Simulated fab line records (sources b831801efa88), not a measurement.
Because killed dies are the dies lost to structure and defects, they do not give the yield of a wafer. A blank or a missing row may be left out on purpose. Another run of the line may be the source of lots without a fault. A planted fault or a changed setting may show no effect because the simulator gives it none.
Which tool did it? || flow sky130 || 18 wafers from 6 lots sampled at 4 of the route's 708 steps

== WHAT THE GAUGES SHOWED, per wafer ==
SKY_METAL5_RS_MEAS_05: measures by four-point-probe.
{"lot": "L129", "measured": "day 43 16:07", "on": "film_metro-04", "METAL5_ALCU_RS (ohm/sq)": "0.02698 0.02705 0.02705"}
{"lot": "L130", "measured": "day 43 19:27", "on": "film_metro-04", "METAL5_ALCU_RS (ohm/sq)": "0.02715 0.02702 0.02724"}
{"lot": "L138", "measured": "day 45 16:51", "on": "film_metro-01", "METAL5_ALCU_RS (ohm/sq)": "0.02664 0.02624 0.0266"}
{"lot": "L142", "measured": "day 47 12:58", "on": "film_metro-01", "METAL5_ALCU_RS (ohm/sq)": "0.02715 0.02708 0.0269"}
{"lot": "L147", "measured": "day 47 21:17", "on": "film_metro-01", "METAL5_ALCU_RS (ohm/sq)": "0.02731 0.02737 0.02737"}
{"lot": "L151", "measured": "day 49 02:06", "on": "film_metro-01", "METAL5_ALCU_RS (ohm/sq)": "0.02676 0.02695 0.02674"}

== EACH LOT AND THE TOOL THAT RAN IT (in order: tool; ch and the chambers of the sampled wafers; start) ==
{"lot": "L129", "SKY_METAL4_SPUTTER_01": "pvd_sputter-02, day 40 14:43", "SKY_METAL5_SPUTTER_01": "pvd_sputter-02, day 43 15:57", "SKY_METAL5_SPUTTER_04": "pvd_sputter-02, day 43 16:02"}
{"lot": "L130", "SKY_METAL4_SPUTTER_01": "pvd_sputter-01, day 40 17:05", "SKY_METAL5_SPUTTER_01": "pvd_sputter-01, day 43 19:19", "SKY_METAL5_SPUTTER_04": "pvd_sputter-01, day 43 19:24"}
{"lot": "L138", "SKY_METAL4_SPUTTER_01": "pvd_sputter-02, day 42 19:08", "SKY_METAL5_SPUTTER_01": "pvd_sputter-03, day 45 16:43", "SKY_METAL5_SPUTTER_04": "pvd_sputter-03, day 45 16:48"}
{"lot": "L142", "SKY_METAL4_SPUTTER_01": "pvd_sputter-01, day 44 20:23", "SKY_METAL5_SPUTTER_01": "pvd_sputter-01, day 47 12:49", "SKY_METAL5_SPUTTER_04": "pvd_sputter-01, day 47 12:55"}
{"lot": "L147", "SKY_METAL4_SPUTTER_01": "pvd_sputter-01, day 45 03:04", "SKY_METAL5_SPUTTER_01": "pvd_sputter-02, day 47 21:07", "SKY_METAL5_SPUTTER_04": "pvd_sputter-02, day 47 21:13"}
{"lot": "L151", "SKY_METAL4_SPUTTER_01": "pvd_sputter-04, day 46 13:08", "SKY_METAL5_SPUTTER_01": "pvd_sputter-02, day 49 01:57", "SKY_METAL5_SPUTTER_04": "pvd_sputter-02, day 49 02:03"}
- SKY_METAL4_SPUTTER_01: material TiN, target thk 20 nm, time 16.7 s.
- SKY_METAL5_SPUTTER_01: material TiN, target thk 20 nm, time 16.7 s.
- SKY_METAL5_SPUTTER_04: material TiN, target thk 70 nm, time 58.3 s.

== THE ANSWER, worked out from the rows above alone ==
Rule: what is usual is taken from the lots themselves. The widest of any qualifying gaps counts: lots, ordered by their means at a reading, are off when they make up no more than a third of the lots, leave a main group of 4 or more, and stand apart from it by 3 or more times the standard deviation of that group's means. Not used: any main group whose means are identical at the precision the tables above print for the reading. Also off: a lot with no number at a reading for which 4 or more lots have one. Any other lot the step has rows for is counted as sound.
No lot is off on any of the readings shown, so nothing can be concluded from this.

== WHAT THE SIMULATOR PUT IN ==
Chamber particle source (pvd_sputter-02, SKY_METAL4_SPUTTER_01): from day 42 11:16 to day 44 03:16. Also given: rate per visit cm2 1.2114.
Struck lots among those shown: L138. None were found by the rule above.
